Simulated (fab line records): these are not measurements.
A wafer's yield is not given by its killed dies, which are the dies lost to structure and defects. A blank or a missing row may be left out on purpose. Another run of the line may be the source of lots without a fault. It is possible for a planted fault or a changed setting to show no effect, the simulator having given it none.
The tool behind it: which one? ; flow gf180mcu ; Sampling: 14 lots, 42 wafers, 2 of 602 route steps

## WHAT THE GAUGES READ, wafer by wafer
GF_SAB_OVL_MEAS_10. Usual: SAB_OVL typically reads 0.6 nm, with standard deviation 1.4.
lot;measured;on;SAB_OVL (nm);flag
L451;day 15 04:56;overlay-02;-2.3 -0.7 -0.7;
L452;day 15 15:11;overlay-02;1.5 0.4 0.1;
L453;day 16 00:10;overlay-01;0.5 -0.4 -0.7;
L454;day 16 04:58;overlay-02;3.5 2.5 0.3;
L456;day 16 20:55;overlay-01;1.4 -1.6 -2.3;
L458;day 17 11:07;overlay-02;2.3 1.0 -0.4;
L459;day 18 00:11;overlay-01;-0.2 0.7 3.1;
L460;day 18 06:52;overlay-01;3.4 3.4 2.2;
L461;day 18 17:55;overlay-02;0.3 -1.2 1.1;
L470;day 22 01:35;overlay-01;-0.5 2.6 -0.1;
L471;day 22 08:16;overlay-02;-1.2 0.5 1.1;
L472;day 22 18:41;overlay-01;2.3 0.9 -0.8;
L473;day 22 20:31;overlay-02;1.7 1.6 -1.4;
L474;day 23 06:28;overlay-01;2.4 1.9 1.9;

## WHICH TOOL RAN EACH LOT (tool, then ch and the chambers of the sampled wafers, then the start)
lot;GF_PSD_DEVELOP_06
L451;litho-track-03 ch 0, day 14 06:17
L452;litho-track-04 ch 0, day 14 16:44
L453;litho-track-03 ch 0, day 15 01:32
L454;litho-track-03 ch 0, day 15 06:44
L456;litho-track-01 ch 0, day 15 21:41
L458;litho-track-01, day 16 11:38
L459;litho-track-01, day 17 00:51
L460;litho-track-01 ch 0, day 17 07:53
L461;litho-track-04 ch 0, day 17 17:23
L470;litho-track-03 ch 0, day 21 01:05
L471;litho-track-01 ch 0, day 21 08:35
L472;litho-track-03 ch 0, day 21 18:05
L473;litho-track-04 ch 0, day 21 20:13
L474;litho-track-04 ch 0, day 22 06:58
- GF_PSD_DEVELOP_06: develop time 60 s.

## WHAT THE TOOLS THEMSELVES READ (means of the sampled wafers that have a number; where no wafer has one, the mark that the record gives instead)
GF_PSD_DEVELOP_06. Usual: chill-plate-temp-C 22.97 C, standard deviation 0.099.
lot;tool;chill-plate-temp-C (C);flag
L451;litho-track-03;22.99;
L452;litho-track-04;22.92;
L453;litho-track-03;23.02;
L454;litho-track-03;23.02;
L456;litho-track-01;22.87;
L458;litho-track-01;-;OFF
L459;litho-track-01;-;OFF
L460;litho-track-01;23.00;
L461;litho-track-04;22.99;
L470;litho-track-03;22.91;
L471;litho-track-01;22.92;
L472;litho-track-03;22.93;
L473;litho-track-04;22.91;
L474;litho-track-04;22.89;

## THE ANSWER, worked out from the rows above alone
Rule: take the mean of a lot's wafers that have a number; if it is more than 3 standard deviations from the usual mean, the lot is off. A lot without any number at a reading at which 4 lots or more have one is off too. All remaining lots with rows at the step are treated as sound. Order of review: gauges by route order, followed by the tools' own readings, for which a lot's mean as printed above is used. At the first step where some lot is off, the reading lying furthest off is the one used; lots without a number count as furthest.
Off, at GF_PSD_DEVELOP_06 on chill-plate-temp-C: L458, L459. Without a number there: L458, L459.
A tool fits if, at that step or a process step before it, it ran every lot that is off, and no sound lot after the first of them. None of those tried fits.

## WHAT HAD BEEN PUT IN BY THE SIMULATOR
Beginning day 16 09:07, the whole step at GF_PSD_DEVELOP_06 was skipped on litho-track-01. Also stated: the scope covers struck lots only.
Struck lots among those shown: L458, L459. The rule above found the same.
